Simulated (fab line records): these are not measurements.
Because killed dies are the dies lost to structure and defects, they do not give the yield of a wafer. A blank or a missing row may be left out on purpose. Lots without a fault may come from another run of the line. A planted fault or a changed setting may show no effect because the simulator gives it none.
A struck lot beside a sound one | flow sfqLine | 18 steps out of a route of 325
Sound: these wafers, L118.1, L118.2, L118.5. The struck wafers were L125.1, L125.2, L125.5. The cause is given at the end.
Per side, at each step with rows, come the tool, then ch with its chambers, and then its first start. Under that, the readings that differ: sound wafers | struck wafers | difference of the means | sigmas: that difference in standard deviations of wafers without a fault.
alike: a reading whose means differ by less than 2 such deviations, as well as words and numbers matching on both sides. not compared: withheld readings; readings where some wafer has no value; bounds like >300 that might hide an equal value; numbers whose values overlap and for which the record gives no deviation.
The two part at a step that has a row with sigmas, a row that says differs or no value, or rows on one side only. Numbers that have no deviation but don't overlap get no sigmas and don't part them. A reading that every wafer of one side lacks parts them only if that side has two wafers or more.

first, 3 steps without rows for these wafers: SFQ_TRILAYER_L0_LITHO_EXPOSE_006 (exposes mask L0, target cd 2000 nm); SFQ_TRILAYER_L0_LITHO_PEB_008 (peb time 60 s); SFQ_TRILAYER_L0_LITHO_DEVELOP_007 (time 60 s).
SFQ_TRILAYER_L0_BARC_OPEN_METAL_ETCH_010: etches BARC in O2, target depth 125 nm, time 41.7 s.
  sound on rieMetal-04 ch 0, day 5 22:00; struck on rieMetal-02 ch 0,1, day 7 07:44
  alike: drypumpMotorCurrentA, oesProductAu
  not compared: rfHoursCounterH
SFQ_TRILAYER_L0_ETCH_METAL_ETCH_008: etches MoNx KI in SF6/O2, stops on SiO2, target depth 50 nm, time 25 s.
  sound on rieMetal-04 ch 0, day 5 22:07; struck on rieMetal-02 ch 0,1, day 7 07:47
  alike: drypumpMotorCurrentA, oesProductAu
  not compared: rfHoursCounterH
SFQ_TRILAYER_L0_STRIP_STRIP_009: strips in O2.
  sound on rieMetal-04 ch 0, day 5 22:13; struck on rieMetal-02 ch 0,1, day 7 07:50
  alike: drypumpMotorCurrentA, oesProductAu
  not compared: rfHoursCounterH
then, 1 step without rows for these wafers: SFQ_TRILAYER_L0_STRIP_SOLV_CLEAN_010 (cleans in NMP, time 600 s).
SFQ_TRILAYER_L0_CAP_PECVD_011: deposits SiO2 from SiH4/N2O, time 13.333 s, target thk 60 nm.
  sound on pecvd-03 ch 0,1, day 5 23:35; struck on pecvd-02 ch 0,1,2, day 7 08:37
  alike: heaterPowerW, throttleValvePct
then, 4 steps without rows for these wafers: SFQ_TRILAYER_L0_VIA_LITHO_COAT_018 (resist thk 62 nm); SFQ_TRILAYER_L0_VIA_LITHO_COAT_013 (resist thk 650 nm); SFQ_TRILAYER_L0_VIA_LITHO_SOFTBAKE_017; SFQ_TRILAYER_L0_VIA_LITHO_EXPOSE_014 (exposes mask L0V, target cd 700 nm).
-- the record jumps here: 4 days lie between the struck wafers' starts before and after --
SFQ_TRILAYER_L0_VIA_LITHO_PEB_016: peb time 60 s.
  sound on lithoTrack-02 ch 0, day 9 14:16; struck on lithoTrack-03 ch 0, day 11 03:34
  alike: exhaustPa, plateTempC
then, 1 step without rows for these wafers: SFQ_TRILAYER_L0_VIA_LITHO_DEVELOP_015 (time 60 s).
SFQ_L0V_OVL_MEAS_903:
  sound on overlay-02 at day 9 14:34; struck on overlay-02 at day 11 03:52
  alike: L0V_OVL
SFQ_TRILAYER_L0_VIA_BARC_OPEN_VIA_ETCH_021: etches BARC in O2, target depth 125 nm, time 41.7 s.
  sound on rieDiel-03 ch 0,3, day 9 14:37; struck on rieDiel-04 ch 0,1,3, day 11 03:55
reading             | sound             | struck            | difference | sigmas
model.L0V.cdNm (nm) | 697.6 698.1 698.4 | 732.7 730.8 729.8 | +33.1      | 
  alike: drypumpMotorCurrentA, oesProductAu
  not compared: rfHoursCounterH
SFQ_TRILAYER_L0_VIA_ETCH_VIA_ETCH_016: etches SiO2 in CHF3, stops on MoNx KI, target depth 80 nm.
  sound on rieDiel-03 ch 0,3, day 9 14:39; struck on rieDiel-04 ch 0,1,3, day 11 03:57
reading             | sound             | struck            | difference | sigmas
model.L0V.cdNm (nm) | 697.4 698.5 698.7 | 733.4 730.2 728.9 | +32.6      | 
  alike: drypumpMotorCurrentA, oesProductAu
SFQ_TRILAYER_L0_VIA_STRIP_STRIP_017: strips in O2.
  sound on rieMetal-01 ch 0,1, day 9 14:41; struck on rieMetal-01 ch 1, day 11 03:59
  alike: drypumpMotorCurrentA, oesProductAu
  not compared: rfHoursCounterH

## WHERE THEY PART
Nowhere in this record.

WHY: the cause the simulator had injected
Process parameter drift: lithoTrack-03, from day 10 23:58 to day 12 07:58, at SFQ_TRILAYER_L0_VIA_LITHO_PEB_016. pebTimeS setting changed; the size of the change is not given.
